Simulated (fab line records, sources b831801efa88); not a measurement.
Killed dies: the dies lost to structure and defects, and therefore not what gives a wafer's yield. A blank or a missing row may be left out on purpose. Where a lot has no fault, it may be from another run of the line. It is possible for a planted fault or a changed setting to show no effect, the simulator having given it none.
A lot that was struck, set against a sound lot | flow sky130 | 19 out of 708 route steps
Sound: the wafers L289.1, L289.4, L289.6. The struck wafers were L296.1, L296.3, L296.5. The cause is named last.
Per side, at each step with rows, come the tool, then ch with its chambers, and then its first start. Under that, the readings that differ: sound wafers | struck wafers | difference of the means | sigmas: that difference in standard deviations of wafers without a fault.
alike: same words and numbers on both sides, and readings whose means sit less than 2 such deviations apart. not compared: any withheld reading, any reading some wafer has no value for, any bound like >300 that may hide the same value, and any number with overlapping values for which the record gives no deviation.
The two part at a step that has a row with sigmas, a row that says differs or no value, or rows on one side only. Numbers that have no deviation but don't overlap get no sigmas and don't part them. A reading that every wafer of one side lacks parts them only if that side has two wafers or more.

first, 6 steps without rows for these wafers: SKY_RES_XHIGH_COAT_02 (resist thk 1140 nm); SKY_RES_XHIGH_SOFTBAKE_03 (time 60 s); SKY_RES_XHIGH_EXPOSE_04 (exposes mask URPM, target cd 1270 nm); SKY_RES_XHIGH_PEB_05; SKY_RES_XHIGH_DEVELOP_06 (develop time 60 s); SKY_RES_XHIGH_IMPLANT_07.
SKY_RES_XHIGH_STRIP_08: strips in O2/N2.
  sound on plasmaAsher-02 ch 0,1, day 28 07:27; struck on plasmaAsher-04 ch 0,1, day 30 06:21
  alike: chamberPressureMTorr, drypumpMotorCurrentA, oesProductAu, stripTimeToEndpointS
  not compared: rfHoursCounterH
SKY_RES_XHIGH_TW_MEAS_09:
  sound on filmMetro-02, day 28 07:33; struck on filmMetro-01, day 30 06:27
  alike: RES_XHIGH_TW
then, 4 steps without rows for these wafers: SKY_SD_N_DEHYDRATE_00 (time 60 s); SKY_SD_N_HMDS_01 (prime time 60 s); SKY_SD_N_COAT_02 (resist thk 1140 nm); SKY_SD_N_SOFTBAKE_03 (time 60 s).
SKY_SD_N_EXPOSE_04: exposes mask NSDM, target cd 380 nm.
  sound on ilineStepper-02 ch 0, day 28 21:28; struck on ilineStepper-02 ch 0, day 30 20:04
reading                    | sound                   | struck            | difference | sigmas
model.SD_N.overlayXNm (nm) | 0.02449 0.02449 0.02449 | 213.1 213.1 213.1 | +213.1     | 
  alike: mask
then, 2 steps without rows for these wafers: SKY_SD_N_PEB_05; SKY_SD_N_DEVELOP_06 (develop time 60 s).
SKY_SD_N_CD_MEAS_07: the cd target is 380 nm.
  sound on cdSem-01, day 29 11:41; struck on cdSem-02, day 31 09:42
  alike: cdNm
SKY_SD_N_OVL_MEAS_08:
  sound on overlay-01, day 29 11:49; struck on overlay-01, day 31 09:49
reading       | sound       | struck            | difference | sigmas
SD_N_OVL (nm) | 1.4 1.2 1.8 | 213.3 212.7 214.5 | +212.0     | +99 or more
then, 1 step without rows for these wafers: SKY_SD_N_IMPLANT_09.
-- the record jumps here: 17 days lie between the struck wafers' starts before and after (it left off in module SD_N and takes up again in module PAD_OPEN, whose first step shown is number 708 of the route) --
SKY_PAD_OPEN_PROBE_99:
  the record has rows for the struck wafers here (prober-01, day 48 10:37) and none for the sound ones

WHERE THEY PART
At SKY_SD_N_OVL_MEAS_08 first; at SKY_PAD_OPEN_PROBE_99 last (within this record only).

WHY: the cause the simulator had injected
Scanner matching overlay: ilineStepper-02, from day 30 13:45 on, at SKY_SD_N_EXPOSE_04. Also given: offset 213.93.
